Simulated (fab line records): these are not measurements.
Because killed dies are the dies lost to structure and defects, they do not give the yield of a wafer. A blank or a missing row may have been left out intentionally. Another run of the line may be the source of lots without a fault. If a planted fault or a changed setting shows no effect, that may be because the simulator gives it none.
Lot-split experiment || flow sfq-line || 23 wafers read from 5 lots, route of 325 steps

SPLIT DETAILS
At SFQ_TRILAYER_M0_LITHO_PEB_024 (peb time 60 s), the setting peb-time-s was moved away from the recipe's 60 s on 6 of the 23 wafers read, by -9.5% to +12.3%. All remaining wafers had this setting at the recipe value.

FROM SPLIT TO READING: 1 step shown by the file between the two
- SFQ_TRILAYER_M0_LITHO_DEVELOP_023: time 60 s

THE READING
M0.cd-nm (the simulator's own value, which no gauge read), in nm, at SFQ_TRILAYER_M0_BARC_OPEN_METAL_ETCH_031 (etches BARC in O2, target depth 125 nm, time 41.7 s). The file gives no usual value for it. Average 500.1 nm, standard deviation 1.5 nm, over the 17 wafers here run with the recipe.

{"wafer": "L074.1", "tool, chamber at the split": "litho-track-01, 0", "peb-time-s as run, s": 66.05, "against the recipe": "+10.1%", "M0.cd-nm, nm": 488.1, "against lot-mates on the recipe": -13.3}
{"wafer": "L074.2", "tool, chamber at the split": "litho-track-01, 0", "peb-time-s as run, s": 60, "against the recipe": "recipe", "M0.cd-nm, nm": 501.2, "against lot-mates on the recipe": "-"}
{"wafer": "L074.3", "tool, chamber at the split": "litho-track-01, 0", "peb-time-s as run, s": 60, "against the recipe": "recipe", "M0.cd-nm, nm": 501.5, "against lot-mates on the recipe": "-"}
{"wafer": "L074.4", "tool, chamber at the split": "litho-track-01, 0", "peb-time-s as run, s": 60, "against the recipe": "recipe", "M0.cd-nm, nm": 501.4, "against lot-mates on the recipe": "-"}
{"wafer": "L074.5", "tool, chamber at the split": "litho-track-01, 0", "peb-time-s as run, s": 66.05, "against the recipe": "+10.1%", "M0.cd-nm, nm": 488.9, "against lot-mates on the recipe": -12.5}
{"wafer": "L077.1", "tool, chamber at the split": "litho-track-01, 0", "peb-time-s as run, s": 60, "against the recipe": "recipe", "M0.cd-nm, nm": 498.2, "against lot-mates on the recipe": "-"}
{"wafer": "L077.3", "tool, chamber at the split": "litho-track-01, 0", "peb-time-s as run, s": 60, "against the recipe": "recipe", "M0.cd-nm, nm": 498.9, "against lot-mates on the recipe": "-"}
{"wafer": "L077.4", "tool, chamber at the split": "litho-track-01, 0", "peb-time-s as run, s": 60, "against the recipe": "recipe", "M0.cd-nm, nm": 498.7, "against lot-mates on the recipe": "-"}
{"wafer": "L077.5", "tool, chamber at the split": "litho-track-01, 0", "peb-time-s as run, s": 60, "against the recipe": "recipe", "M0.cd-nm, nm": 499.2, "against lot-mates on the recipe": "-"}
{"wafer": "L077.6", "tool, chamber at the split": "litho-track-01, 0", "peb-time-s as run, s": 60, "against the recipe": "recipe", "M0.cd-nm, nm": 499.6, "against lot-mates on the recipe": "-"}
{"wafer": "L078.1", "tool, chamber at the split": "litho-track-02, 0", "peb-time-s as run, s": 60, "against the recipe": "recipe", "M0.cd-nm, nm": 498.3, "against lot-mates on the recipe": "-"}
{"wafer": "L078.2", "tool, chamber at the split": "litho-track-02, 0", "peb-time-s as run, s": 67.37, "against the recipe": "+12.3%", "M0.cd-nm, nm": 483.4, "against lot-mates on the recipe": -14.8}
{"wafer": "L078.3", "tool, chamber at the split": "litho-track-02, 0", "peb-time-s as run, s": 60, "against the recipe": "recipe", "M0.cd-nm, nm": 498.5, "against lot-mates on the recipe": "-"}
{"wafer": "L078.5", "tool, chamber at the split": "litho-track-02, 0", "peb-time-s as run, s": 67.37, "against the recipe": "+12.3%", "M0.cd-nm, nm": 482.5, "against lot-mates on the recipe": -15.7}
{"wafer": "L078.6", "tool, chamber at the split": "litho-track-02, 0", "peb-time-s as run, s": 60, "against the recipe": "recipe", "M0.cd-nm, nm": 497.8, "against lot-mates on the recipe": "-"}
{"wafer": "L080.2", "tool, chamber at the split": "litho-track-02, 0", "peb-time-s as run, s": 60, "against the recipe": "recipe", "M0.cd-nm, nm": 500.8, "against lot-mates on the recipe": "-"}
{"wafer": "L080.5", "tool, chamber at the split": "litho-track-02, 0", "peb-time-s as run, s": 60, "against the recipe": "recipe", "M0.cd-nm, nm": 500.7, "against lot-mates on the recipe": "-"}
{"wafer": "L080.6", "tool, chamber at the split": "litho-track-02, 0", "peb-time-s as run, s": 60, "against the recipe": "recipe", "M0.cd-nm, nm": 499.6, "against lot-mates on the recipe": "-"}
{"wafer": "L083.1", "tool, chamber at the split": "litho-track-01, 0", "peb-time-s as run, s": 60, "against the recipe": "recipe", "M0.cd-nm, nm": 502.2, "against lot-mates on the recipe": "-"}
{"wafer": "L083.2", "tool, chamber at the split": "litho-track-01, 0", "peb-time-s as run, s": 60, "against the recipe": "recipe", "M0.cd-nm, nm": 501.9, "against lot-mates on the recipe": "-"}
{"wafer": "L083.3", "tool, chamber at the split": "litho-track-01, 0", "peb-time-s as run, s": 60, "against the recipe": "recipe", "M0.cd-nm, nm": 502.6, "against lot-mates on the recipe": "-"}
{"wafer": "L083.5", "tool, chamber at the split": "litho-track-01, 0", "peb-time-s as run, s": 54.33, "against the recipe": "-9.5%", "M0.cd-nm, nm": 516.9, "against lot-mates on the recipe": "+14.7"}
{"wafer": "L083.6", "tool, chamber at the split": "litho-track-01, 0", "peb-time-s as run, s": 54.33, "against the recipe": "-9.5%", "M0.cd-nm, nm": 516.3, "against lot-mates on the recipe": "+14.1"}

FIT RESULTS
A straight line over all 23 wafers: M0.cd-nm changes by -1.43 nm for each +1% of peb-time-s; r = -0.98; the points scatter about the line by 1.8 nm.
The same after taking each lot's own level away (the mean of its wafers on the recipe; 23 wafers): -1.34 nm for each +1%; r = -1.00; scatter 0.72 nm.
On that fit, the largest move of peb-time-s shifts the reading by 16 nm.
Measured against the standard deviation above, the lots' own levels, which go from 498.20 to 502.23 nm, span 2.7 times it.
The two slopes agree, so the slope changes little with the lot-to-lot level.
Check: with one of the wafers moved furthest among these (+12.3%) left out of the fit, the line predicts -16.5 nm for it against its lot-mates. It came out at -14.8 nm against them.

THE OTHER SPLITS THESE WAFERS WENT THROUGH
Note: prior to the reading, these wafers also went through further splits. Each is held against what the fit with the lots' levels taken away leaves over:
{"other split on the same wafers": "SFQ_TRILAYER_INCOMING_OXIDATION_002 temp-c", "wafers away from the commonest value": 15, "r with M0.cd-nm (lot level and that fit taken away)": "+0.09"}
{"other split on the same wafers": "SFQ_TRILAYER_L0_LITHO_COAT_005 resist-thk-nm", "wafers away from the commonest value": 5, "r with M0.cd-nm (lot level and that fit taken away)": "+0.15"}
{"other split on the same wafers": "SFQ_TRILAYER_L0_CAP_PECVD_011 time-s", "wafers away from the commonest value": 10, "r with M0.cd-nm (lot level and that fit taken away)": -0.03}
{"other split on the same wafers": "SFQ_TRILAYER_L0_VIA_BARC_OPEN_VIA_ETCH_021 time-s", "wafers away from the commonest value": 5, "r with M0.cd-nm (lot level and that fit taken away)": -0.26}
{"other split on the same wafers": "SFQ_TRILAYER_M0_LITHO_COAT_026 resist-thk-nm", "wafers away from the commonest value": 8, "r with M0.cd-nm (lot level and that fit taken away)": "+0.27"}

FILE'S OWN FIT
M0.cd-nm changes by -1.33 nm for each +1% of peb-time-s, r = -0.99.
